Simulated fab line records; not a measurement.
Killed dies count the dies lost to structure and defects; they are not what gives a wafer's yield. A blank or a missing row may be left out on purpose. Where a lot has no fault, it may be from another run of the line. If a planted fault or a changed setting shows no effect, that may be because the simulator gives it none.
A single fault, viewed from 2 desks -- flow gf180mcu -- numbers are kept per desk, each desk with only its own; the story behind them comes last

## AT THE METROLOGY DESK
Lot by lot, what the gauges showed, no matter which tool ran the lot: averages of those sampled wafers that carry a number. The brackets show how far a lot's mean lies from the usual mean; more than 4 standard deviations puts the lot out of limits, marked OUT.
Columns: A = V1_W_RS at GF_V1_RS_MEAS_24, usual 0.328 ohm/sq; B = V1_W_THK at GF_V1_THK_MEAS_25, usual 349 nm
lot,first seen here,A,B
L919,day 19 19:31,0.326,356
L924,day 21 15:13,0.324,354
L933,day 24 12:31,0.335,341
L935,day 25 01:35,0.319,352
L937,day 25 16:17,0.325,351
L938,day 26 04:22,0.326,354
Result from this desk: across the 6 lots, nothing is out of limits.

## AT THE TOOL OWNER'S DESK: pvd-sputter-02
At GF_M2_SPUTTER_01 (material TiN, target thk 30 nm, time 25 s) the tool's own readings: per lot run on this tool, the mean of the sampled wafers that have a number. The brackets show how far a lot's mean lies from the usual mean; more than 4 standard deviations puts the lot out of limits, marked OUT.
Columns: A = cathode-dc-power-W at GF_M2_SPUTTER_01, usual 6500.0 W; B = throttle-valve-pct at GF_M2_SPUTTER_01, usual 29.5 %
lot,first seen here,A,B
L919,day 19 20:05,6499.9,29.1
L924,day 21 15:46,6500.4,29.4
L933,day 24 13:05,6267.4 (-99 or more) OUT,29.3
L935,day 25 02:08,6266.7 (-99 or more) OUT,29.3
This desk's verdict: out of limits on L933, L935, starting with L933 at day 24 13:05 (cathode-dc-power-W at GF_M2_SPUTTER_01). Within limits: L919, L924.

## BROUGHT TOGETHER
On L933, L935, at day 24 13:05, an alarm was possible from the tool owner's desk.
Nothing out of limits was seen by the metrology desk.
The metrology desk has L933, L935 on record, within its limits.
All the named lots went through GF_M2_SPUTTER_01 on pvd-sputter-02.

## WHAT HAD BEEN PUT IN BY THE SIMULATOR
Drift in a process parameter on pvd-sputter-02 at GF_M2_SPUTTER_01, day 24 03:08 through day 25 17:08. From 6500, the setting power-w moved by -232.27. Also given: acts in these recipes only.
Lots struck among those shown: L933, L935.
Time in hours from fault onset to the first out-of-limits reading at each desk: the tool owner's desk, 10.
